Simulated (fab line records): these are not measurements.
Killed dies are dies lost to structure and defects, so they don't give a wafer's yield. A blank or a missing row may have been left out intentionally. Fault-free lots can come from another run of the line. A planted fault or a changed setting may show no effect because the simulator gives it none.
fab line records ; flow sfq_line
record: lots: 14; wafers: 42; last_day: 87
route steps=325 shown M3@130
lots that met no fault: taken from a fault-free run of the same line
start_h: the number of hours between the record's first day and the start of the first shown wafer of the lot ; wait_h: hours from the lot's prior step to this one ; " as in the row above ; L1.1+2: a row that stands for several wafers ; - value missing, or start not given ; * or withheld: withheld ; < > ~ a bound
route shown NAME@n: NAME is a module with steps in the file, n the number in the route of the first one ; usual: mean and standard deviation over wafers with no fault ; same: alike in all rows ; chamber/n: place in a boat ; sites: each site's reading ; _std_site: standard deviation across them ; _edge_site: outer sites' mean less inner sites' ; radius_mm: how far each site lies from the wafer's centre ; mask NAME#n: copy n ; behind: tool/chamber where the wafer was last shaped ; hold: why the lot was held/for how many hours/how that ended ; device: names the non-switching transistor (n, p or np) ; end of line: the tests these same wafers got at the end of their route ; for a step that has no rows: nothing shown but its recipe ; killed: the dies lost at the first sort to structure and to defects; this is not the yield of the wafer ; map: per-die view of a wafer (x killed, . not killed, _ where there is no die)
set.NAME: setting as actually run; set.NAME@STEP: the setting as run at that earlier step ; model.NAME: the simulator's own value behind a step, which no gauge read
one table for each step of the route and one row for each wafer, over a sample of lots
services: when a tool's chamber went out of use (start_h, in hours from the record's first day, below 0 if earlier), for how many hours, and the reason
== steps ==
step: SFQ_TRILAYER_M3_ETCH_METAL_ETCH_078
recipe: target: Nb; stop_on: SiO2; mask_material: PR; chemistry: Cl2/Ar; target_depth_nm: 240; icp_w: 600; bias_w: 80; pressure_mtorr: 10; time_s: 120
usual: drypump_motor_current_A: 5.59/0.3; oes_product_au: 0.896/0.0066; run_length_s: 148.4/0.59
lot.wafer;tool;chamber;start_h;wait_h;drypump_motor_current_A;oes_product_au;rf_hours_counter_h;run_length_s
L777.3;rie_metal-01;1;1033.62;0.1;5.71;0.896;-;148.6
L777.4;rie_metal-01;0;1033.62;0.1;5.80;0.903;-;148.1
L777.5;rie_metal-01;0;1033.62;0.1;5.81;0.894;-;147.8
L779.1;rie_metal-02;0;1058.90;0.0;5.95;0.901;56;147.7
L779.3;rie_metal-02;1;1058.90;0.0;5.75;0.901;-;148.0
L779.4;rie_metal-02;0;1058.90;0.0;5.98;0.893;-;147.3
L780.1;rie_metal-04;1;1061.36;0.1;5.33;0.901;81;149.3
L780.4;rie_metal-04;1;1061.36;0.1;5.33;0.899;-;149.0
L780.6;rie_metal-04;1;1061.36;0.1;5.32;0.894;-;149.1
L782.2;rie_metal-04;1;1082.19;0.0;5.36;0.898;84;149.4
L782.3;rie_metal-04;1;1082.19;0.0;5.32;0.900;-;149.2
L782.6;rie_metal-04;1;1082.19;0.0;5.34;0.891;-;148.9
L783.3;rie_metal-04;0;1094.24;0.1;5.16;0.892;-;148.4
L783.5;rie_metal-04;1;1094.24;0.1;5.34;0.896;-;149.0
L783.6;rie_metal-04;0;1094.24;0.1;5.16;0.896;-;148.4
L784.2;rie_metal-04;1;1129.30;0.0;5.31;0.892;91;149.0
L784.4;rie_metal-04;1;1129.30;0.0;5.34;0.887;-;148.9
L784.6;rie_metal-04;0;1129.30;0.0;5.17;0.892;-;148.8
L785.1;rie_metal-01;0;1130.50;0.0;5.84;0.891;42;148.1
L785.2;rie_metal-01;1;1130.50;0.0;5.70;0.899;120;148.9
L785.5;rie_metal-01;1;1130.50;0.0;5.70;0.901;-;148.4
L786.1;rie_metal-04;0;1137.70;0.0;5.17;0.888;109;148.2
L786.2;rie_metal-04;1;1137.70;0.0;5.31;0.896;93;148.9
L786.4;rie_metal-04;1;1137.70;0.0;5.34;0.896;-;149.0
L787.1;rie_metal-02;1;1142.50;0.0;5.78;0.890;41;147.9
L787.4;rie_metal-02;0;1142.50;0.0;5.99;0.898;-;147.8
L787.6;rie_metal-02;0;1142.50;0.0;5.97;0.897;-;147.2
L788.3;rie_metal-02;1;1148.01;0.1;5.78;0.902;-;147.9
L788.5;rie_metal-02;1;1148.01;0.1;5.78;0.895;-;148.4
L788.6;rie_metal-02;0;1148.01;0.1;5.97;0.889;-;147.5
L789.4;rie_metal-02;1;1155.01;0.1;5.78;0.910;-;148.1
L789.5;rie_metal-02;0;1155.01;0.1;5.96;0.898;-;147.8
L789.6;rie_metal-02;1;1155.01;0.1;5.78;0.893;-;147.8
L790.2;rie_metal-02;0;1159.77;0.0;6.04;0.953;73;139.8
L790.5;rie_metal-02;0;1159.77;0.0;6.02;0.956;-;139.7
L790.6;rie_metal-02;1;1159.77;0.0;5.77;0.893;-;148.3
L791.3;rie_metal-02;0;1167.01;0.1;5.98;0.969;-;139.6
L791.4;rie_metal-02;1;1167.01;0.1;5.77;0.905;-;148.8
L791.5;rie_metal-02;0;1167.01;0.1;5.99;0.961;-;140.1
L793.1;rie_metal-04;0;1180.17;0.0;5.16;0.902;118;148.5
L793.3;rie_metal-04;0;1180.17;0.0;5.16;0.906;-;148.2
L793.6;rie_metal-04;0;1180.17;0.0;5.15;0.895;-;148.3
== services ==
tool;chamber;start_h;hours;kind
rie_metal-02;-;1031.80;1.4;pm
rie_metal-04;0;1058.15;8.0;repair
rie_metal-04;-;1138.42;2.8;pm
rie_metal-04;-;1154.67;0.7;repair
== key ==
first_sign: step: SFQ_TRILAYER_M3_ETCH_METAL_ETCH_078; reading: run_length_s; direction: down; sigmas: 15; usual: *; struck: *
effect: step: SFQ_TRILAYER_M3_ETCH_METAL_ETCH_078; reading: oes_product_au; direction: up; sigmas: 9.5; usual: 0.896; struck: 0.960
met_at SFQ_TRILAYER_M3_ETCH_METAL_ETCH_078
struck_lots L790,L791
struck_wafers L790.2,L790.5,L791.3,L791.5
onset_between 1155.01 1159.77
fault: kind: process_parameter_drift; tool: rie_metal-02; chamber: 0; onset_h: 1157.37; steps: SFQ_TRILAYER_M3_ETCH_METAL_ETCH_078; channel: time_s; offset: *; shape: step; end_h: 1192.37; acts_in: *; stated: *
